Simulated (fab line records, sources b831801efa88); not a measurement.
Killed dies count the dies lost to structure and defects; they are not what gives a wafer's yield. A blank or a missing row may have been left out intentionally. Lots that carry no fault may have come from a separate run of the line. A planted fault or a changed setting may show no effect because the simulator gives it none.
The same fault as seen by 2 desks -- flow sky130 -- numbers are kept per desk, each desk with only its own; the story behind them comes last

== FROM THE METROLOGY DESK ==
Lot by lot, what the gauges showed, no matter which tool ran the lot: averages of those sampled wafers that carry a number. If a lot's mean is further than 4 standard deviations from the usual mean, the lot is out of limits and carries the mark OUT (the distance appears in the brackets).
Columns: A = METAL1_ALCU_THK at SKY_METAL1_THK_MEAS_06, usual 250 nm; B = VIA1_BOW at SKY_VIA1_BOW_MEAS_03, usual 81 um; C = METAL2_ALCU_RS at SKY_METAL2_RS_MEAS_05, usual 0.1269 ohm/sq; D = METAL2_ALCU_THK at SKY_METAL2_THK_MEAS_06, usual 249 nm
lot,first seen here,A,B,C,D
L881,day 32 07:17,251,75,0.1281,246
L882,day 32 23:39,249,90,0.1276,248
L883,day 33 05:21,249,83,0.1258,252
L884,day 33 10:18,252,75,0.1258,251
L892,day 36 01:50,247,84,0.1388 (+7.9) OUT,226 (-7.2) OUT
L895,day 36 19:59,252,81,0.1355 (+5.7) OUT,233 (-4.9) OUT
L897,day 37 03:37,246,94,0.1268,248
L898,day 38 02:06,254,86,0.1282,246
L899,day 38 14:09,253,81,0.1268,250
L901,day 38 21:25,249,84,0.1278,247
This desk's finding: out of limits on L892, L895; first on L892, day 38 08:40 (METAL2_ALCU_RS at SKY_METAL2_RS_MEAS_05). L881, L882, L883, L884, L897, L898, L899, L901: within limits.

== AT THE TOOL OWNER'S DESK: pvd_sputter-02 ==
The tool's own readings at SKY_METAL2_SPUTTER_02 (material AlCu, target thk 250 nm, time 13.3 s): means of the sampled wafers that have a number, for each lot that ran on this tool. If a lot's mean is further than 4 standard deviations from the usual mean, the lot is out of limits and carries the mark OUT (the distance appears in the brackets).
Columns: A = chamber_pressure_pa at SKY_METAL2_SPUTTER_02, usual 0.4002 Pa; B = throttle_valve_pct at SKY_METAL2_SPUTTER_02, usual 29.9 %
lot,first seen here,A,B
L881,day 34 15:40,0.4002,29.6
L883,day 35 12:19,0.4001,29.5
L892,day 38 08:34,0.4004,29.5
L895,day 39 02:22,0.4007,29.6
This desk's finding: nothing out of limits on any of the 4 lots.

== ALL TOGETHER ==
L892, L895 would have let the metrology desk raise an alarm at day 38 08:40.
The desk of the tool owner found nothing out of limits.
Tool owner's desk: L892, L895 on record, inside its limits.
All the named lots went through SKY_METAL2_SPUTTER_02 on pvd_sputter-02.

== WHAT THE SIMULATOR HAD PUT IN ==
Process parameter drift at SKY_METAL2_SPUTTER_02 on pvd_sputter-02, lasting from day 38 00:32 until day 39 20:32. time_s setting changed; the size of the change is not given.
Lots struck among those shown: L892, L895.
Time in hours between the start of the fault and the first out-of-limits reading at each desk: metrology desk, 8.
